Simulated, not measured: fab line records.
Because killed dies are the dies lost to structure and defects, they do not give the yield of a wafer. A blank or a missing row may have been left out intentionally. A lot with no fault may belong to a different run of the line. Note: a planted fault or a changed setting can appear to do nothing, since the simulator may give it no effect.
fab line records -- flow sky130
record lots=7, wafers=21, last_day=49
route steps=708 shown SONOS_ONO@183 LDD_HVP@282 LDD_LDN@301
lots untouched by any fault: they come from a run of this same line in which no faults occurred
start_h: hours from the record's first day to the start of the lot's first wafer shown -- wait_h: hours since the lot's step before -- " identical to the entry in the row above -- L1.1+2: one row covering several wafers at once -- - no value present, or no start provided -- * or withheld: withheld -- < > ~ a bound
route shown NAME@n: NAME is a module with steps in the file, n the number in the route of the first one -- usual: mean/standard deviation of fault-free wafers -- same: alike in all rows -- chamber/n: place in a boat -- sites: each site's reading -- _std_site: standard deviation of those values -- _edge_site: the outer-site mean with the inner-site mean subtracted -- radius_mm: for every site, how far away it sits from the centre of the wafer -- mask NAME#n: copy n -- behind: the most recent tool/chamber to have shaped the wafer -- hold: why the lot was held/for how many hours/how that ended -- device: the transistor (n, p or np) that didn't switch -- end of line: the same wafers' tests at the end of the route -- a step given without rows: its recipe and nothing more -- killed: at the first sort, the dies lost to defects and structure; wafer yield is something else -- map: dies across one wafer; x = killed, . = not, _ = none there
set.NAME: the setting the step ran with; set.NAME@STEP: the setting that earlier step ran with -- model.NAME: the simulator's own value behind a step, which no gauge read
the route's steps for a sample of lots (tables are steps, rows are wafers)
services: the hour from which a tool's chamber was out of use, counted from the record's first day as start_h (under 0 if before that day), plus the number of hours and why
## steps
# step SKY_SONOS_ONO_ETCH_15
# recipe target_depth_nm=19.52, chemistry=CHF3/O2, source_w=600, bias_w=200, pressure_mtorr=40, chf3_flow_sccm=50, O2_flow_sccm=5, time_s=7.8
# usual chf3_flow_sccm=49.99/0.15, drypump_motor_current_A=5.6/0.39, oes_product_au=0.999/0.0069, throttle_valve_pct=8.825/0.0098
lot.wafer,tool,chamber,start_h,wait_h,chf3_flow_sccm,drypump_motor_current_A,oes_product_au,rf_hours_counter_h,throttle_valve_pct
L649.2,rie_diel-04,1,283.76,0.0,49.90,5.0,1.003,37,8.833
L649.4,rie_diel-04,1,283.76,0.0,50.05,5.1,0.992,-,8.825
L649.6,rie_diel-04,0,283.76,0.0,49.71,5.7,0.998,-,8.838
L650.1,rie_diel-01,0,290.97,0.0,50.22,5.2,1.005,1,8.820
L650.2,rie_diel-01,2,290.97,0.0,50.19,5.7,0.994,94,8.829
L650.4,rie_diel-01,1,290.97,0.0,49.94,5.7,0.998,86,8.822
L651.2,rie_diel-01,0,295.32,0.0,50.06,5.3,0.990,1,8.819
L651.3,rie_diel-01,2,295.32,0.0,50.24,5.7,0.989,94,8.828
L651.4,rie_diel-01,3,295.32,0.0,50.03,6.0,0.990,4,8.828
L652.2,rie_diel-02,0,299.81,0.0,50.02,4.8,1.008,26,8.847
L652.4,rie_diel-02,2,299.81,0.0,50.15,5.5,0.999,9,8.832
L652.6,rie_diel-02,1,299.81,0.0,49.74,5.6,1.003,-,8.824
L660.2,rie_diel-01,2,372.61,0.0,49.98,5.7,0.991,94,8.827
L660.5,rie_diel-01,0,372.61,0.0,50.14,5.3,0.993,-,8.815
L660.6,rie_diel-01,1,372.61,0.0,49.72,5.7,0.997,-,8.816
L661.2,rie_diel-04,0,378.11,0.0,50.03,5.7,0.996,43,8.825
L661.4,rie_diel-04,3,378.11,0.0,49.97,5.9,1.014,-,8.827
L661.6,rie_diel-04,0,378.11,0.0,50.24,5.7,0.996,-,8.826
L662.2,rie_diel-02,0,390.71,0.0,50.01,4.8,1.003,28,8.833
L662.4,rie_diel-02,2,390.71,0.0,50.24,5.5,1.004,-,8.835
L662.5,rie_diel-02,3,390.71,0.0,50.15,5.2,1.003,-,8.821
# step SKY_SONOS_ONO_STRIP_17
# recipe chemistry=O2/N2, power_w=1400, pressure_mtorr=1500, platen_temp_c=withheld, o2_flow_sccm=3000, n2_flow_sccm=300, overash_fraction=0.5
# usual drypump_motor_current_A=5.7/0.43, oes_product_au=0.710/0.005, strip_time_to_endpoint_s=14.10/0.048
lot.wafer,tool,chamber,start_h,wait_h,drypump_motor_current_A,oes_product_au,rf_hours_counter_h,strip_time_to_endpoint_s
L649.2,plasma_asher-04,0,283.87,0.0,5.9,0.718,59,14.12
L649.4,plasma_asher-04,0,283.87,0.0,5.9,0.706,-,14.11
L649.6,plasma_asher-04,0,283.87,0.0,5.9,0.704,-,14.13
L650.1,plasma_asher-04,1,291.08,0.0,5.7,0.708,60,14.03
L650.2,plasma_asher-04,0,291.08,0.0,5.9,0.709,60,14.02
L650.4,plasma_asher-04,1,291.08,0.0,5.8,0.709,-,14.07
L651.2,plasma_asher-03,1,295.43,0.0,6.3,0.713,19,14.08
L651.3,plasma_asher-03,0,295.43,0.0,5.2,0.715,-,14.07
L651.4,plasma_asher-03,1,295.43,0.0,6.3,0.719,-,14.05
L652.2,plasma_asher-01,0,299.92,0.0,6.1,0.706,48,14.02
L652.4,plasma_asher-01,0,299.92,0.0,6.1,0.713,-,14.03
L652.6,plasma_asher-01,1,299.92,0.0,5.2,0.714,-,14.05
L660.2,plasma_asher-03,1,372.72,0.0,6.3,0.718,26,14.13
L660.5,plasma_asher-03,0,372.72,0.0,5.2,0.715,-,14.09
L660.6,plasma_asher-03,1,372.72,0.0,6.3,0.712,-,14.07
L661.2,plasma_asher-01,1,378.22,0.0,5.2,0.702,55,14.09
L661.4,plasma_asher-01,1,378.22,0.0,5.2,0.706,-,14.07
L661.6,plasma_asher-01,1,378.22,0.0,5.2,0.703,-,14.13
L662.2,plasma_asher-03,1,390.82,0.0,6.2,0.713,28,14.08
L662.4,plasma_asher-03,0,390.82,0.0,5.2,0.706,-,14.10
L662.5,plasma_asher-03,1,390.82,0.0,6.3,0.713,-,14.06
# step SKY_LDD_HVP_EXPOSE_04
# recipe mask_id=HVPTM, na=0.6, source_shape=conventional, sigma_outer=0.6, polarization=unpolarized, target_cd_nm=700, dose_mj=86
lot.wafer,tool,chamber,start_h,wait_h,mask
L649.2+4+6,iline_stepper-02,0,484.80,-,HVPTM#0
L650.1+2+4,iline_stepper-01,0,492.30,-,HVPTM#0
L651.2+3+4,iline_stepper-01,0,495.83,-,HVPTM#0
L652.2+4+6,iline_stepper-02,0,504.47,-,HVPTM#0
L660.2+5+6,iline_stepper-02,0,579.55,-,HVPTM#0
L661.2+4+6,iline_stepper-02,0,587.43,-,HVPTM#0
L662.2+4+5,iline_stepper-01,0,601.40,-,HVPTM#0
# step SKY_LDD_HVP_OVL_MEAS_07
# usual LDD_HVP_OVL=-0.1/1.3
lot.wafer,tool,chamber,start_h,wait_h,LDD_HVP_OVL[nm]
L649.2,overlay-01,-,500.32,0.1,-1.6
L649.4,overlay-01,-,500.32,0.1,-1.5
L649.6,overlay-01,-,500.32,0.1,-1.9
L650.1,overlay-02,-,507.62,0.1,0.6
L650.2,overlay-02,-,507.62,0.1,1.0
L650.4,overlay-02,-,507.62,0.1,1.5
L651.2,overlay-02,-,510.91,0.1,2.3
L651.3,overlay-02,-,510.91,0.1,1.2
L651.4,overlay-02,-,510.91,0.1,2.0
L652.2,overlay-02,-,519.36,0.1,-0.6
L652.4,overlay-02,-,519.36,0.1,1.7
L652.6,overlay-02,-,519.36,0.1,1.1
L660.2,overlay-02,-,594.03,0.1,-68.4
L660.5,overlay-02,-,594.03,0.1,-68.6
L660.6,overlay-02,-,594.03,0.1,-68.0
L661.2,overlay-02,-,602.52,0.1,-69.7
L661.4,overlay-02,-,602.52,0.1,-67.9
L661.6,overlay-02,-,602.52,0.1,-68.1
L662.2,overlay-01,-,615.58,0.1,-2.5
L662.4,overlay-01,-,615.58,0.1,-1.6
L662.5,overlay-01,-,615.58,0.1,-2.3
# step SKY_LDD_LDN_STRIP_12
# recipe chemistry=O2/N2, power_w=1400, pressure_mtorr=1500, platen_temp_c=withheld, o2_flow_sccm=3000, n2_flow_sccm=300, overash_fraction=0.5
# usual drypump_motor_current_A=5.8/0.38, oes_product_au=0.715/0.0046, strip_time_to_endpoint_s=14.18/0.045
lot.wafer,tool,chamber,start_h,wait_h,drypump_motor_current_A,oes_product_au,rf_hours_counter_h,strip_time_to_endpoint_s
L649.2,plasma_asher-04,0,531.60,0.1,5.9,0.716,9,14.19
L649.4,plasma_asher-04,0,531.60,0.1,5.9,0.713,-,14.24
L649.6,plasma_asher-04,0,531.60,0.1,5.9,0.715,-,14.24
L650.1,plasma_asher-01,0,538.54,0.1,6.1,0.722,71,14.18
L650.2,plasma_asher-01,1,538.54,0.1,5.3,0.703,71,14.17
L650.4,plasma_asher-01,1,538.54,0.1,5.3,0.714,-,14.19
L651.2,plasma_asher-01,1,541.60,0.1,5.3,0.716,72,14.14
L651.3,plasma_asher-01,0,541.60,0.1,6.2,0.721,-,14.13
L651.4,plasma_asher-01,1,541.60,0.1,5.2,0.716,-,14.16
L652.2,plasma_asher-01,1,550.44,0.1,5.3,0.712,73,14.12
L652.4,plasma_asher-01,0,550.44,0.1,6.1,0.713,-,14.15
L652.6,plasma_asher-01,1,550.44,0.1,5.3,0.718,-,14.10
L660.2,plasma_asher-04,0,623.45,0.1,5.9,0.715,17,14.12
L660.5,plasma_asher-04,1,623.45,0.1,5.8,0.717,-,14.15
L660.6,plasma_asher-04,0,623.45,0.1,5.9,0.711,-,14.13
L661.2,plasma_asher-01,1,632.99,0.1,5.2,0.723,82,14.26
L661.4,plasma_asher-01,1,632.99,0.1,5.2,0.715,-,14.28
L661.6,plasma_asher-01,0,632.99,0.1,6.1,0.719,-,14.29
L662.2,plasma_asher-03,0,645.70,0.1,5.2,0.714,55,14.19
L662.4,plasma_asher-03,1,645.70,0.1,6.3,0.719,-,14.19
L662.5,plasma_asher-03,1,645.70,0.1,6.3,0.717,-,14.18
## services
tool,chamber,start_h,hours,kind
rie_diel-01,-,269.17,0.2,repair
plasma_asher-01,-,274.47,4.6,repair
plasma_asher-01,-,291.46,4.9,repair
rie_diel-01,-,298.28,62.3,repair
plasma_asher-04,-,304.45,1.4,repair
rie_diel-01,0,317.02,14.8,repair
plasma_asher-04,-,321.44,1.1,repair
rie_diel-01,1,324.16,8.3,repair
plasma_asher-03,-,352.84,3.9,repair
iline_stepper-02,-,361.57,1.7,pm
plasma_asher-03,-,387.99,2.4,repair
rie_diel-01,1,408.55,7.8,repair
plasma_asher-04,-,421.25,9.0,pm
iline_stepper-01,-,428.75,1.7,pm
iline_stepper-01,-,450.12,4.7,repair
plasma_asher-01,-,466.19,2.4,repair
plasma_asher-04,-,483.96,14.6,pm
plasma_asher-01,-,493.01,11.0,repair
rie_diel-01,1,560.51,4.7,repair
rie_diel-01,2,584.29,14.7,repair
plasma_asher-04,-,612.39,9.5,repair
plasma_asher-01,-,612.99,1.9,repair
plasma_asher-03,-,617.43,2.5,repair
plasma_asher-03,-,624.39,2.8,pm
## key
first_sign step=SKY_LDD_HVP_OVL_MEAS_07, reading=LDD_HVP_OVL, direction=down, sigmas=51, usual=-0.1, struck=-68.4
effect none on later readings
met_at SKY_LDD_HVP_EXPOSE_04
struck_lots L660,L661
tester_left_out L660,L661
not_acting_at SKY_SONOS_ONO_ETCH_15,SKY_SONOS_ONO_STRIP_17,SKY_LDD_LDN_STRIP_12
onset_between 504.47 579.55
fault kind=scanner_matching_overlay, tool=iline_stepper-02, chamber=-, onset_h=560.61, steps=SKY_LDD_HVP_EXPOSE_04, offset=-67.773
# tester_left_out: of these lots the tester's yield and bins aren't shown, on N5 and GAA mostly nor the transistor test; their killed dies are dies lost to structure and defects alone, not to doping, threshold or leakage, so they don't give the yield
